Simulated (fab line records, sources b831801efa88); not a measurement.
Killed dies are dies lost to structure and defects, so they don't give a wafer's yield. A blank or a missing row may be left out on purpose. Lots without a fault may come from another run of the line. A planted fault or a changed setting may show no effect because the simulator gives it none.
A struck lot beside a sound one | flow sky130 | 36 steps out of a route of 708
Sound: wafers L901.1, L901.2, L901.3. Struck: wafer L910.6. (L910.2, L910.3 of the same lot were not struck and are left out.) The cause comes at the end.
At each step with rows: each side's tool, then ch and its chambers, then its first start. Under that, the readings that differ: sound wafers | struck wafers | difference of the means | sigmas: that difference in standard deviations of wafers without a fault.
alike: readings whose means differ by less than 2 such deviations, and words and numbers that are the same on both sides. not compared: withheld readings, readings that some wafer has no value for, bounds like >300 that may hide the same value, and numbers for which the record gives no deviation and whose values overlap.
The two part at a step that has a row with sigmas, a row that says differs or no value, or rows on one side only. Numbers that don't overlap but have no deviation are shown without sigmas and don't part them. A reading that every wafer of one side lacks parts them only if that side has two wafers or more.

first, 9 steps without rows for these wafers: SKY_CAP2M_SPUTTER_02 (material TiN, target thk 200 nm, time 166.7 s); SKY_CAP2M_DEHYDRATE_05 (time 60 s); SKY_CAP2M_HMDS_06 (prime time 60 s); SKY_CAP2M_COAT_07 (resist thk 1140 nm); SKY_CAP2M_SOFTBAKE_08 (time 60 s); SKY_CAP2M_EXPOSE_09 (exposes mask CAP2M, target cd 1000 nm); SKY_CAP2M_PEB_10; SKY_CAP2M_DEVELOP_11 (develop time 60 s); SKY_CAP2M_METAL_ETCH_13 (etches TiN in Cl2/BCl3, stops on SiO2, target depth 220 nm, time 62.9 s).
SKY_CAP2M_STRIP_14: strips in O2/N2.
  sound on plasma_asher-03 ch 0,1, day 43 23:36; struck on plasma_asher-02 ch 1, day 46 11:01
  reading                     | sound       | struck | difference | sigmas
  drypump_motor_current_A (A) | 6.0 6.1 6.1 | 5.2    | -0.9       | -2
  alike: oes_product_au, strip_time_to_endpoint_s
  not compared: rf_hours_counter_h
then, 25 steps without rows for these wafers: SKY_CAP2M_STRIP_15 (strips in post etch residue remover, time 1200 s); SKY_CAP2M_CLEAN_16 (cleans in IPA, time 180 s); SKY_CAP2M_CLEAN_17 (cleans in O3/DIW); SKY_METAL4_DEHYDRATE_05 (time 60 s); SKY_METAL4_HMDS_06 (prime time 60 s); SKY_METAL4_COAT_07 (resist thk 60 nm); SKY_METAL4_COAT_08 (resist thk 1140 nm); SKY_METAL4_SOFTBAKE_09 (time 90 s); SKY_METAL4_EXPOSE_10 (exposes mask MM4, target cd 300 nm); SKY_METAL4_PEB_11; SKY_METAL4_DEVELOP_12 (develop time 60 s); SKY_METAL4_DESCUM_15 (chemistry O2, time 8 s); SKY_METAL4_ETCH_16 (etches BARC in N2/H2, stops on SiO2, time 88.2 s, target depth 60 nm); SKY_METAL4_ETCH_17 (etches SiO2 in C4F8/O2/Ar, stops on TiN, time 3.9 s, target depth 15 nm); SKY_METAL4_METAL_ETCH_18 (etches the open film in Cl2/BCl3, stops on SiO2, target depth 845 nm, time 183.1 s); SKY_METAL4_STRIP_19 (strips in O2/N2); SKY_METAL4_STRIP_20 (strips in post etch residue remover, time 1200 s); SKY_METAL4_CLEAN_21 (cleans in IPA, time 180 s); SKY_METAL4_CLEAN_22 (cleans in O3/DIW); SKY_VIA4_HDPCVD_00 (deposits SiO2, target thk 1750 nm, time 291.7 s); SKY_VIA4_CMP_02 (polishes SiO2); SKY_VIA4_DEHYDRATE_04 (time 60 s); SKY_VIA4_HMDS_05 (prime time 60 s); SKY_VIA4_COAT_06 (resist thk 1140 nm); SKY_VIA4_SOFTBAKE_07 (time 60 s).
-- the record jumps here: 4 days lie between the struck wafers' starts before and after (it left off in module VIA4 and takes up again in module PAD_OPEN, whose first step shown is number 708 of the route) --
SKY_PAD_OPEN_PROBE_99:
  sound on prober-01, day 48 14:06; struck on prober-01, day 50 16:19
  reading                               | sound             | struck | difference | sigmas
  defect_limited_yield (%)              | 81.9 80.3 83.3    | 74.0   | -7.8       | -4
  killed_at_other                       | 0 0 1             | 58     | +58        | +99 or more
  killed_dies                           | 89 97 82          | 128    | +39        | +4
  sort_bin_3_pad_short (%)              | 0.8 0.8 1.0       | 3.7    | +2.8       | +7
  sort_bin_5_function (%)               | 12.2 11.2 9.3     | 17.3   | +6.4       | +5
  sort_n_pass                           | 403 395 410       | 364    | -39        | -4
  sort_yield_pct (%)                    | 81.9 80.3 83.3    | 74.0   | -7.8       | -4
  model.etest.tester.sort_n_pass        | 403 395 410       | 364    | -39        |
  model.etest.tester.sort_yield_pct (%) | 81.91 80.28 83.33 | 73.98  | -7.86      |
  model.etest.tester.sort_bin_5_pct (%) | 12.2 11.18 9.35   | 17.28  | +6.37      |
  model.etest.tester.sort_bin_3_pct (%) | 0.813 0.813 1.016 | 3.659  | +2.778     |
  alike: killed_at_M0_to_M3, killed_at_M4_up, killed_at_contacts, killed_at_front_end, killed_open, killed_short, sort_bin_6_memory

WHERE THEY PART
First at SKY_CAP2M_STRIP_14; last, within this record, at SKY_PAD_OPEN_PROBE_99.

WHY: what the simulator had put in
Chamber particle source: plasma_asher-02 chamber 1, from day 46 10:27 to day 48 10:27, at SKY_CAP2M_STRIP_14. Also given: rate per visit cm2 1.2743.
